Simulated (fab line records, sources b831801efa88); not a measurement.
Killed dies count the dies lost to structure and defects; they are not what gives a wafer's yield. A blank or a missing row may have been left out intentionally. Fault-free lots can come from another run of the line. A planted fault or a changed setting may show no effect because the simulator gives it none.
The tool behind it: which one? || flow sky130 || Sampling: 11 lots, 33 wafers, 5 of 708 route steps

WHAT THE GAUGES SHOWED, per wafer
SKY_POLY_GATE_THK_MEAS_21. Usual: POLY_GATE_OXIDATION_THK gives 4.00 nm (standard deviation 0.085).
{"lot": "L784", "measured": "day 17 05:11", "on": "film-metro-02", "POLY_GATE_OXIDATION_THK (nm)": "4.05 4.00 4.07", "flag": ""}
{"lot": "L787", "measured": "day 18 01:11", "on": "film-metro-01", "POLY_GATE_OXIDATION_THK (nm)": "3.96 3.98 3.93", "flag": ""}
{"lot": "L788", "measured": "day 18 15:44", "on": "film-metro-03", "POLY_GATE_OXIDATION_THK (nm)": "3.98 4.02 4.12", "flag": ""}
{"lot": "L789", "measured": "day 19 06:18", "on": "film-metro-03", "POLY_GATE_OXIDATION_THK (nm)": "4.11 3.95 4.05", "flag": ""}
{"lot": "L797", "measured": "day 21 23:02", "on": "film-metro-02", "POLY_GATE_OXIDATION_THK (nm)": "4.00 3.91 3.98", "flag": ""}
{"lot": "L799", "measured": "day 22 15:11", "on": "film-metro-01", "POLY_GATE_OXIDATION_THK (nm)": "4.06 4.16 4.15", "flag": ""}
{"lot": "L800", "measured": "day 23 00:44", "on": "film-metro-01", "POLY_GATE_OXIDATION_THK (nm)": "3.75 3.76 3.84", "flag": ""}
{"lot": "L801", "measured": "day 23 12:45", "on": "film-metro-03", "POLY_GATE_OXIDATION_THK (nm)": "3.97 4.01 3.95", "flag": ""}
{"lot": "L803", "measured": "day 23 18:59", "on": "film-metro-02", "POLY_GATE_OXIDATION_THK (nm)": "3.90 3.95 3.87", "flag": ""}
{"lot": "L804", "measured": "day 24 11:55", "on": "film-metro-03", "POLY_GATE_OXIDATION_THK (nm)": "3.98 4.05 4.01", "flag": ""}
{"lot": "L805", "measured": "day 24 17:35", "on": "film-metro-02", "POLY_GATE_OXIDATION_THK (nm)": "4.05 4.01 4.03", "flag": ""}

SKY_LDD_HVN_TW_MEAS_10. Usual: LDD_HVN_TW gives 1441 (standard deviation 8.5).
{"lot": "L784", "measured": "day 21 02:34", "on": "film-metro-03", "LDD_HVN_TW": "1439 1425 1437", "flag": ""}
{"lot": "L787", "measured": "day 22 00:10", "on": "film-metro-03", "LDD_HVN_TW": "1444 1444 1445", "flag": ""}
{"lot": "L788", "measured": "day 22 13:25", "on": "film-metro-02", "LDD_HVN_TW": "1549 1547 1550", "flag": "OFF"}
{"lot": "L789", "measured": "day 23 03:38", "on": "film-metro-03", "LDD_HVN_TW": "1530 1542 1550", "flag": "OFF"}
{"lot": "L797", "measured": "day 25 19:44", "on": "film-metro-02", "LDD_HVN_TW": "1460 1448 1453", "flag": ""}
{"lot": "L799", "measured": "day 26 11:54", "on": "film-metro-02", "LDD_HVN_TW": "1443 1436 1437", "flag": ""}
{"lot": "L800", "measured": "day 26 20:14", "on": "film-metro-02", "LDD_HVN_TW": "1429 1440 1428", "flag": ""}
{"lot": "L801", "measured": "day 27 08:31", "on": "film-metro-02", "LDD_HVN_TW": "1448 1445 1452", "flag": ""}
{"lot": "L803", "measured": "day 27 13:26", "on": "film-metro-01", "LDD_HVN_TW": "1439 1444 1442", "flag": ""}
{"lot": "L804", "measured": "day 28 05:33", "on": "film-metro-01", "LDD_HVN_TW": "1440 1439 1430", "flag": ""}
{"lot": "L805", "measured": "day 28 11:18", "on": "film-metro-03", "LDD_HVN_TW": "1445 1437 1440", "flag": ""}

TOOL THAT RAN EACH LOT (tool first, then ch and the chambers of the sampled wafers, then the start)
{"lot": "L784", "SKY_POLY_GATE_ETCH_17": "rie-si-02 ch 1,2, day 17 02:30", "SKY_LDD_P_STRIP_10": "plasma-asher-03 ch 1, day 19 18:46", "SKY_LDD_HVN_IMPLANT_08": "implanter-03 ch 0, day 21 02:19"}
{"lot": "L787", "SKY_POLY_GATE_ETCH_17": "rie-si-01 ch 0,1,3, day 17 23:44", "SKY_LDD_P_STRIP_10": "plasma-asher-04 ch 1, day 20 16:46", "SKY_LDD_HVN_IMPLANT_08": "implanter-02 ch 0, day 21 23:55"}
{"lot": "L788", "SKY_POLY_GATE_ETCH_17": "rie-si-01 ch 0,1,3, day 18 14:17", "SKY_LDD_P_STRIP_10": "plasma-asher-02 ch 0,1, day 21 07:07", "SKY_LDD_HVN_IMPLANT_08": "implanter-02 ch 0, day 22 13:11"}
{"lot": "L789", "SKY_POLY_GATE_ETCH_17": "rie-si-01 ch 0,1,2, day 19 03:53", "SKY_LDD_P_STRIP_10": "plasma-asher-04 ch 0,1, day 21 22:20", "SKY_LDD_HVN_IMPLANT_08": "implanter-02 ch 0, day 23 03:23"}
{"lot": "L797", "SKY_POLY_GATE_ETCH_17": "rie-si-01 ch 1,2,3, day 21 21:30", "SKY_LDD_P_STRIP_10": "plasma-asher-03 ch 0,1, day 24 13:46", "SKY_LDD_HVN_IMPLANT_08": "implanter-02 ch 0, day 25 19:29"}
{"lot": "L799", "SKY_POLY_GATE_ETCH_17": "rie-si-01 ch 0,3, day 22 13:44", "SKY_LDD_P_STRIP_10": "plasma-asher-04 ch 0,1, day 25 05:19", "SKY_LDD_HVN_IMPLANT_08": "implanter-04 ch 0, day 26 11:39"}
{"lot": "L800", "SKY_POLY_GATE_ETCH_17": "rie-si-02 ch 0,1,3, day 22 22:32", "SKY_LDD_P_STRIP_10": "plasma-asher-03 ch 1, day 25 14:56", "SKY_LDD_HVN_IMPLANT_08": "implanter-02 ch 0, day 26 19:59"}
{"lot": "L801", "SKY_POLY_GATE_ETCH_17": "rie-si-01 ch 1,3, day 23 10:18", "SKY_LDD_P_STRIP_10": "plasma-asher-03 ch 0,1, day 26 02:56", "SKY_LDD_HVN_IMPLANT_08": "implanter-02 ch 0, day 27 08:18"}
{"lot": "L803", "SKY_POLY_GATE_ETCH_17": "rie-si-01 ch 1,2, day 23 17:32", "SKY_LDD_P_STRIP_10": "plasma-asher-04 ch 0,1, day 26 08:19", "SKY_LDD_HVN_IMPLANT_08": "implanter-04 ch 0, day 27 13:11"}
{"lot": "L804", "SKY_POLY_GATE_ETCH_17": "rie-si-02 ch 0,2,3, day 24 10:27", "SKY_LDD_P_STRIP_10": "plasma-asher-04 ch 0,1, day 26 23:35", "SKY_LDD_HVN_IMPLANT_08": "implanter-04 ch 0, day 28 05:18"}
{"lot": "L805", "SKY_POLY_GATE_ETCH_17": "rie-si-01 ch 2,3, day 24 16:08", "SKY_LDD_P_STRIP_10": "plasma-asher-02 ch 0,1, day 27 05:14", "SKY_LDD_HVN_IMPLANT_08": "implanter-02 ch 0, day 28 11:03"}
- SKY_POLY_GATE_ETCH_17: etches poly-Si in HBr/Cl2, stops on SiO2, target depth 180 nm, time 70.5 s.
- SKY_LDD_P_STRIP_10: strips in O2/N2.
- SKY_LDD_HVN_IMPLANT_08

AS READ BY THE TOOLS THEMSELVES (means over the sampled wafers that have a number; for cases with no such wafer, the mark the record gives instead)
SKY_POLY_GATE_ETCH_17. Usual: chamber-pressure-mTorr 10.001 mTorr, standard deviation 0.0082; drypump-motor-current-A 5.82 A, standard deviation 0.21; he-backside-leak-sccm 2.81 sccm, standard deviation 0.28; oes-product-au 0.986 a.u., standard deviation 0.0079; throttle-valve-pct 33.686 %, standard deviation 0.0084.
{"lot": "L784", "tool": "rie-si-02", "chamber-pressure-mTorr (mTorr)": 10.007, "drypump-motor-current-A (A)": 5.49, "he-backside-leak-sccm (sccm)": 2.70, "oes-product-au (a.u.)": 0.987, "throttle-valve-pct (%)": 33.685, "flag": ""}
{"lot": "L787", "tool": "rie-si-01", "chamber-pressure-mTorr (mTorr)": 10.001, "drypump-motor-current-A (A)": 5.97, "he-backside-leak-sccm (sccm)": 2.75, "oes-product-au (a.u.)": 0.992, "throttle-valve-pct (%)": 33.680, "flag": ""}
{"lot": "L788", "tool": "rie-si-01", "chamber-pressure-mTorr (mTorr)": 10.009, "drypump-motor-current-A (A)": 5.97, "he-backside-leak-sccm (sccm)": 2.81, "oes-product-au (a.u.)": 0.991, "throttle-valve-pct (%)": 33.680, "flag": ""}
{"lot": "L789", "tool": "rie-si-01", "chamber-pressure-mTorr (mTorr)": 9.999, "drypump-motor-current-A (A)": 5.93, "he-backside-leak-sccm (sccm)": 2.94, "oes-product-au (a.u.)": 0.982, "throttle-valve-pct (%)": 33.689, "flag": ""}
{"lot": "L797", "tool": "rie-si-01", "chamber-pressure-mTorr (mTorr)": 9.998, "drypump-motor-current-A (A)": 5.90, "he-backside-leak-sccm (sccm)": 2.76, "oes-product-au (a.u.)": 0.984, "throttle-valve-pct (%)": 33.686, "flag": ""}
{"lot": "L799", "tool": "rie-si-01", "chamber-pressure-mTorr (mTorr)": 10.006, "drypump-motor-current-A (A)": 5.87, "he-backside-leak-sccm (sccm)": 2.80, "oes-product-au (a.u.)": 0.985, "throttle-valve-pct (%)": 33.684, "flag": ""}
{"lot": "L800", "tool": "rie-si-02", "chamber-pressure-mTorr (mTorr)": 10.005, "drypump-motor-current-A (A)": 5.84, "he-backside-leak-sccm (sccm)": 2.61, "oes-product-au (a.u.)": 0.983, "throttle-valve-pct (%)": 33.686, "flag": ""}
{"lot": "L801", "tool": "rie-si-01", "chamber-pressure-mTorr (mTorr)": 9.995, "drypump-motor-current-A (A)": 5.94, "he-backside-leak-sccm (sccm)": 2.84, "oes-product-au (a.u.)": 0.988, "throttle-valve-pct (%)": 33.683, "flag": ""}
{"lot": "L803", "tool": "rie-si-01", "chamber-pressure-mTorr (mTorr)": 9.995, "drypump-motor-current-A (A)": 5.96, "he-backside-leak-sccm (sccm)": 2.82, "oes-product-au (a.u.)": 0.989, "throttle-valve-pct (%)": 33.677, "flag": ""}
{"lot": "L804", "tool": "rie-si-02", "chamber-pressure-mTorr (mTorr)": 9.999, "drypump-motor-current-A (A)": 5.74, "he-backside-leak-sccm (sccm)": 2.91, "oes-product-au (a.u.)": 0.988, "throttle-valve-pct (%)": 33.687, "flag": ""}
{"lot": "L805", "tool": "rie-si-01", "chamber-pressure-mTorr (mTorr)": 10.007, "drypump-motor-current-A (A)": 5.78, "he-backside-leak-sccm (sccm)": 2.73, "oes-product-au (a.u.)": 0.977, "throttle-valve-pct (%)": 33.693, "flag": ""}

SKY_LDD_P_STRIP_10. Usual: chamber-pressure-mTorr 1500 mTorr, standard deviation 3.1; drypump-motor-current-A 5.40 A, standard deviation 0.24; oes-product-au 0.716 a.u., standard deviation 0.0045; strip-time-to-endpoint-s 14.17 s, standard deviation 0.032.
{"lot": "L784", "tool": "plasma-asher-03", "chamber-pressure-mTorr (mTorr)": 1500, "drypump-motor-current-A (A)": 5.27, "oes-product-au (a.u.)": 0.713, "strip-time-to-endpoint-s (s)": 14.16, "flag": ""}
{"lot": "L787", "tool": "plasma-asher-04", "chamber-pressure-mTorr (mTorr)": 1498, "drypump-motor-current-A (A)": 5.34, "oes-product-au (a.u.)": 0.721, "strip-time-to-endpoint-s (s)": 14.17, "flag": ""}
{"lot": "L788", "tool": "plasma-asher-02", "chamber-pressure-mTorr (mTorr)": 1500, "drypump-motor-current-A (A)": 5.87, "oes-product-au (a.u.)": 0.716, "strip-time-to-endpoint-s (s)": 14.20, "flag": ""}
{"lot": "L789", "tool": "plasma-asher-04", "chamber-pressure-mTorr (mTorr)": 1502, "drypump-motor-current-A (A)": 5.39, "oes-product-au (a.u.)": 0.713, "strip-time-to-endpoint-s (s)": 14.17, "flag": ""}
{"lot": "L797", "tool": "plasma-asher-03", "chamber-pressure-mTorr (mTorr)": 1499, "drypump-motor-current-A (A)": 5.23, "oes-product-au (a.u.)": 0.712, "strip-time-to-endpoint-s (s)": 14.19, "flag": ""}
{"lot": "L799", "tool": "plasma-asher-04", "chamber-pressure-mTorr (mTorr)": 1500, "drypump-motor-current-A (A)": 5.41, "oes-product-au (a.u.)": 0.718, "strip-time-to-endpoint-s (s)": 14.20, "flag": ""}
{"lot": "L800", "tool": "plasma-asher-03", "chamber-pressure-mTorr (mTorr)": 1501, "drypump-motor-current-A (A)": 5.24, "oes-product-au (a.u.)": 0.716, "strip-time-to-endpoint-s (s)": 14.24, "flag": ""}
{"lot": "L801", "tool": "plasma-asher-03", "chamber-pressure-mTorr (mTorr)": 1500, "drypump-motor-current-A (A)": 5.24, "oes-product-au (a.u.)": 0.715, "strip-time-to-endpoint-s (s)": 14.17, "flag": ""}
{"lot": "L803", "tool": "plasma-asher-04", "chamber-pressure-mTorr (mTorr)": 1501, "drypump-motor-current-A (A)": 5.47, "oes-product-au (a.u.)": 0.719, "strip-time-to-endpoint-s (s)": 14.15, "flag": ""}
{"lot": "L804", "tool": "plasma-asher-04", "chamber-pressure-mTorr (mTorr)": 1501, "drypump-motor-current-A (A)": 5.47, "oes-product-au (a.u.)": 0.716, "strip-time-to-endpoint-s (s)": 14.19, "flag": ""}
{"lot": "L805", "tool": "plasma-asher-02", "chamber-pressure-mTorr (mTorr)": 1500, "drypump-motor-current-A (A)": 5.88, "oes-product-au (a.u.)": 0.715, "strip-time-to-endpoint-s (s)": 14.18, "flag": ""}

SKY_LDD_HVN_IMPLANT_08. Usual: beam-energy-keV 59.997, standard deviation 0.019; tilt-deg 39.999 degrees, standard deviation 0.022.
{"lot": "L784", "tool": "implanter-03", "beam-energy-keV": 59.972, "tilt-deg (degrees)": 40.001, "flag": ""}
{"lot": "L787", "tool": "implanter-02", "beam-energy-keV": 59.999, "tilt-deg (degrees)": 40.017, "flag": ""}
{"lot": "L788", "tool": "implanter-02", "beam-energy-keV": 77.565, "tilt-deg (degrees)": 39.975, "flag": "OFF"}
{"lot": "L789", "tool": "implanter-02", "beam-energy-keV": 77.554, "tilt-deg (degrees)": 39.992, "flag": "OFF"}
{"lot": "L797", "tool": "implanter-02", "beam-energy-keV": 60.008, "tilt-deg (degrees)": 40.011, "flag": ""}
{"lot": "L799", "tool": "implanter-04", "beam-energy-keV": 60.009, "tilt-deg (degrees)": 40.025, "flag": ""}
{"lot": "L800", "tool": "implanter-02", "beam-energy-keV": 60.001, "tilt-deg (degrees)": 40.009, "flag": ""}
{"lot": "L801", "tool": "implanter-02", "beam-energy-keV": 60.005, "tilt-deg (degrees)": 39.989, "flag": ""}
{"lot": "L803", "tool": "implanter-04", "beam-energy-keV": 60.008, "tilt-deg (degrees)": 40.007, "flag": ""}
{"lot": "L804", "tool": "implanter-04", "beam-energy-keV": 59.995, "tilt-deg (degrees)": 40.007, "flag": ""}
{"lot": "L805", "tool": "implanter-02", "beam-energy-keV": 59.982, "tilt-deg (degrees)": 39.984, "flag": ""}

THE ANSWER, worked out from the rows above alone
Rule: a lot counts as off when the mean over its wafers that have a number is more than 3 standard deviations away from the usual mean. A lot without any number at a reading at which 4 lots or more have one is off too. Where the step has rows for the other lots, those lots are counted as sound. First the gauges in route order, then the tools' own readings, where a lot's mean is used as printed above. At the first step where some lot is off, the reading lying furthest off is the one used; lots without a number count as furthest.
Off: at SKY_LDD_HVN_TW_MEAS_10 (LDD_HVN_TW), L788, L789.
If a tool, at a process step before that reading, ran all the lots that are off and no sound lot after the first of them, it fits. The gauges at SKY_LDD_HVN_TW_MEAS_10 aren't tried: what is off there is off at SKY_LDD_HVN_IMPLANT_08 too, on other tools, and a gauge's error can't cause that. None of those tried fits.

WHAT WAS PUT IN BY THE SIMULATOR
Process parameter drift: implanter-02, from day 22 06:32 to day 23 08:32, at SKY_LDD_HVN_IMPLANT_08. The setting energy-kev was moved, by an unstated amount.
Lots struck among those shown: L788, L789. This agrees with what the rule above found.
